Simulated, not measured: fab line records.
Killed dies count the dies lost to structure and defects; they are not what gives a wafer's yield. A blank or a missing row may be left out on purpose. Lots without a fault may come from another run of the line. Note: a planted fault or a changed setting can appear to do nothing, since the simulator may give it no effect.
Which tool was responsible? :: flow sky130 :: Sampling: 14 lots, 42 wafers, 4 of 708 route steps

## WHAT EACH GAUGE READ, for each wafer
SKY_POLY_GATE_CD_MEAS_22.
lot: L500
measured: day 17 18:59
on: cdSem-01
cdNm (nm): 153.2 149.7 152.3

lot: L501
measured: day 18 12:13
on: cdSem-02
cdNm (nm): 147.4 148.1 147.9

lot: L503
measured: day 18 16:31
on: cdSem-02
cdNm (nm): 149.3 144.1 145.7

lot: L504
measured: day 19 00:13
on: cdSem-01
cdNm (nm): 148.6 148.0 150.4

lot: L506
measured: day 19 10:46
on: cdSem-02
cdNm (nm): 151.4 152.3 148.7

lot: L505
measured: day 19 10:49
on: cdSem-01
cdNm (nm): 155.6 150.0 152.7

lot: L507
measured: day 19 22:44
on: cdSem-02
cdNm (nm): 147.7 149.4 150.6

lot: L508
measured: day 20 17:22
on: cdSem-02
cdNm (nm): 149.7 151.9 147.1

lot: L510
measured: day 21 03:24
on: cdSem-01
cdNm (nm): 151.9 148.9 151.3

lot: L511
measured: day 21 13:35
on: cdSem-01
cdNm (nm): 145.9 148.0 147.5

lot: L512
measured: day 22 00:01
on: cdSem-02
cdNm (nm): 145.9 149.6 149.9

lot: L516
measured: day 23 10:58
on: cdSem-02
cdNm (nm): 146.2 146.8 146.2

lot: L519
measured: day 24 11:54
on: cdSem-02
cdNm (nm): 153.1 147.0 149.2

lot: L521
measured: day 24 20:26
on: cdSem-02
cdNm (nm): 149.7 147.8 149.3

SKY_LDD_P_CD_MEAS_07: the cd target is 380 nm.
lot: L500
measured: day 20 09:41
on: cdSem-01
cdNm (nm): 382.9 383.8 383.8

lot: L501
measured: day 21 03:26
on: cdSem-02
cdNm (nm): 377.7 379.2 377.7

lot: L503
measured: day 21 07:35
on: cdSem-02
cdNm (nm): 376.4 381.1 380.5

lot: L504
measured: day 21 14:44
on: cdSem-01
cdNm (nm): 384.1 383.2 381.0

lot: L506
measured: day 22 03:05
on: cdSem-02
cdNm (nm): 375.7 377.1 377.0

lot: L505
measured: day 22 03:14
on: cdSem-01
cdNm (nm): 379.3 379.6 377.1

lot: L507
measured: day 22 12:59
on: cdSem-01
cdNm (nm): 372.4 374.9 372.9

lot: L508
measured: day 23 07:58
on: cdSem-01
cdNm (nm): 380.1 378.4 378.1

lot: L510
measured: day 23 17:19
on: cdSem-02
cdNm (nm): 376.1 376.5 374.3

lot: L511
measured: day 24 03:53
on: cdSem-01
cdNm (nm): 384.6 380.6 381.5

lot: L512
measured: day 24 13:35
on: cdSem-02
cdNm (nm): 381.6 381.6 380.0

lot: L516
measured: day 26 00:38
on: cdSem-02
cdNm (nm): 383.2 383.3 383.5

lot: L519
measured: day 27 00:58
on: cdSem-01
cdNm (nm): 384.3 385.6 384.8

lot: L521
measured: day 27 09:46
on: cdSem-02
cdNm (nm): 379.4 380.9 378.2

SKY_LDD_HVP_TW_MEAS_10.
lot: L500
measured: day 23 00:09
on: filmMetro-02
LDD_HVP_TW: 461 461 463

lot: L501
measured: day 23 17:39
on: filmMetro-03
LDD_HVP_TW: 454 457 457

lot: L503
measured: day 23 22:08
on: filmMetro-02
LDD_HVP_TW: 460 463 462

lot: L504
measured: day 24 03:36
on: filmMetro-02
LDD_HVP_TW: 458 462 461

lot: L506
measured: day 24 16:52
on: filmMetro-02
LDD_HVP_TW: 461 459 462

lot: L505
measured: day 24 17:10
on: filmMetro-04
LDD_HVP_TW: 456 455 453

lot: L507
measured: day 25 02:22
on: filmMetro-02
LDD_HVP_TW: 458 456 459

lot: L508
measured: day 25 21:29
on: filmMetro-02
LDD_HVP_TW: 460 459 460

lot: L510
measured: day 26 06:49
on: filmMetro-04
LDD_HVP_TW: 453 455 455

lot: L511
measured: day 26 16:43
on: filmMetro-04
LDD_HVP_TW: 454 453 456

lot: L512
measured: day 27 02:10
on: filmMetro-03
LDD_HVP_TW: 458 457 458

lot: L516
measured: day 28 12:47
on: filmMetro-02
LDD_HVP_TW: 459 458 456

lot: L519
measured: day 29 11:22
on: filmMetro-03
LDD_HVP_TW: 457 459 454

lot: L521
measured: day 29 20:19
on: filmMetro-04
LDD_HVP_TW: 454 456 455

## WHAT TOOL EACH LOT RAN ON (gives the tool, then ch and the chambers of the sampled wafers, and finally the start)
lot: L500
SKY_LDD_P_IMPLANT_09: implanter-04 ch 0, day 20 09:56

lot: L501
SKY_LDD_P_IMPLANT_09: implanter-01 ch 0, day 21 03:36

lot: L503
SKY_LDD_P_IMPLANT_09: implanter-01 ch 0, day 21 07:46

lot: L504
SKY_LDD_P_IMPLANT_09: implanter-01 ch 0, day 21 14:54

lot: L506
SKY_LDD_P_IMPLANT_09: implanter-01 ch 0, day 22 03:16

lot: L505
SKY_LDD_P_IMPLANT_09: implanter-02 ch 0, day 22 03:24

lot: L507
SKY_LDD_P_IMPLANT_09: implanter-02 ch 0, day 22 13:08

lot: L508
SKY_LDD_P_IMPLANT_09: implanter-04 ch 0, day 23 08:07

lot: L510
SKY_LDD_P_IMPLANT_09: implanter-02 ch 0, day 23 17:28

lot: L511
SKY_LDD_P_IMPLANT_09: implanter-04 ch 0, day 24 04:03

lot: L512
SKY_LDD_P_IMPLANT_09: implanter-01 ch 0, day 24 13:44

lot: L516
SKY_LDD_P_IMPLANT_09: implanter-04 ch 0, day 26 00:47

lot: L519
SKY_LDD_P_IMPLANT_09: implanter-01 ch 0, day 27 01:08

lot: L521
SKY_LDD_P_IMPLANT_09: implanter-01 ch 0, day 27 09:56
- SKY_LDD_P_IMPLANT_09

## AS READ BY THE TOOLS THEMSELVES (means over the sampled wafers that have a number; for cases with no such wafer, the mark the record gives instead)
SKY_LDD_P_IMPLANT_09.
lot: L500
tool: implanter-04
beamEnergyKeV: 24.995

lot: L501
tool: implanter-01
beamEnergyKeV: 25.005

lot: L503
tool: implanter-01
beamEnergyKeV: 25.011

lot: L504
tool: implanter-01
beamEnergyKeV: 25.000

lot: L506
tool: implanter-01
beamEnergyKeV: 25.005

lot: L505
tool: implanter-02
beamEnergyKeV: 24.994

lot: L507
tool: implanter-02
beamEnergyKeV: 25.003

lot: L508
tool: implanter-04
beamEnergyKeV: 24.995

lot: L510
tool: implanter-02
beamEnergyKeV: 25.004

lot: L511
tool: implanter-04
beamEnergyKeV: 25.005

lot: L512
tool: implanter-01
beamEnergyKeV: 25.004

lot: L516
tool: implanter-04
beamEnergyKeV: 24.996

lot: L519
tool: implanter-01
beamEnergyKeV: 26.765

lot: L521
tool: implanter-01
beamEnergyKeV: 26.767

## THE ANSWER, worked out from the rows above alone
Rule: the usual values come from the lots themselves. Put in order of their means at a reading, lots are off if they are a third of the lots or fewer, leave a main group of 4 or more, and stand apart from it by a gap of 3 or more times the standard deviation of the main group's means; of several such gaps the widest counts. A main group is skipped when, at the precision printed for the reading in the tables above, its means are all equal. A lot without any number at a reading at which 4 lots or more have one is off too. Where the step has rows for the other lots, those lots are counted as sound. The gauges are gone through in route order, then the tools' own readings, and for those a lot's mean is taken as printed above. At the first step where some lot is off, the reading lying furthest off is the one used; lots without a number count as furthest.
Off, at SKY_LDD_P_IMPLANT_09 on beamEnergyKeV: L519, L521. Main group: mean 25.001, sd 0.0051.
If a tool, at that step or one of the process steps before it, ran each lot that is off and ran no sound lot following the first of them, it fits. One fits: SKY_LDD_P_IMPLANT_09 on implanter-01. A fault onset in the window from L512 (day 24 13:44, its last sound lot) to L519 (day 27 01:08, its first lot off) fits.
The tool's own readings at SKY_LDD_P_IMPLANT_09 bear it out: on the lots that are off they differ by more than 5 times the standard deviation of the sound lots' means. beamEnergyKeV reads 26.766 there against 25.001 on the sound lots.

## WHAT THE SIMULATOR HAD PUT IN
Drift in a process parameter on implanter-01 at SKY_LDD_P_IMPLANT_09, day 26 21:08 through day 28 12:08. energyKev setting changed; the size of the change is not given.
Struck lots among those shown: L519, L521. The rule given above showed the same thing.
